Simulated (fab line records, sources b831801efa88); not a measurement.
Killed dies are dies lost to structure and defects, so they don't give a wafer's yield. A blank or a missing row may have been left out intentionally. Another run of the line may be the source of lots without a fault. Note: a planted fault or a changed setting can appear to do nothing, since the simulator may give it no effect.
Chamber matching | flow gf180mcu | GF_V1_ETCH_16 on rie_diel-04: 4 sister chambers
The step etches BARC in N2/H2. 8 wafers are shown with their chamber, then 7 later ones without.

== WAFERS PAIRED WITH THEIR CHAMBERS ==
wafer  | chamber | drypump_motor_current_A (A) | throttle_valve_pct (%)
L075.1 | 0       | 6.4                         | 13.226
L078.1 | 2       | 5.5                         | 13.217
L086.2 | 3       | 6.0                         | 13.230
L086.4 | 0       | 6.4                         | 13.234
L087.4 | 3       | 5.9                         | 13.231
L087.6 | 1       | 5.9                         | 13.222
L089.1 | 1       | 5.9                         | 13.228
L089.4 | 2       | 5.5                         | 13.211

== WAFERS WHOSE CHAMBER IS MISSING ==
wafer  | drypump_motor_current_A (A) | throttle_valve_pct (%)
L089.6 | 5.9                         | 13.220
L091.2 | 5.9                         | 13.244
L091.3 | 5.5                         | 13.222
L091.6 | 5.5                         | 13.229
L093.1 | 6.4                         | 13.233
L093.5 | 6.4                         | 13.214
L093.6 | 5.9                         | 13.226

== THE CHAMBER EACH PASSED THROUGH ==
wafer  | from the rows above     | in truth
L089.6 | can't be placed: 1 or 3 | 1
L091.2 | can't be placed: 3 or 1 | 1
L091.3 | 2                       | 2
L091.6 | 2                       | 2
L093.1 | 0                       | 0
L093.5 | 0                       | 0
L093.6 | can't be placed: 1 or 3 | 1
Correct placement for 4 of the 7. Unplaceable from these rows: 3, with the true chamber sitting among the candidates in 3. Wrongly placed: 0.
How it was worked out, from the rows above alone: a wafer's distance from a chamber is the root of the sum, over the readings, of the square of ((its reading less the chamber's mean) divided by the reading's scatter). If the next closest chamber is less than 2 further off than the closest, the wafer can't be placed; otherwise it belongs to the closest. The mean given for a chamber averages the wafers shown for that chamber. The scatter is the square root of a quotient: the sum, over the shown wafers, of each reading's squared deviation from its chamber's mean, divided by wafers minus chambers.
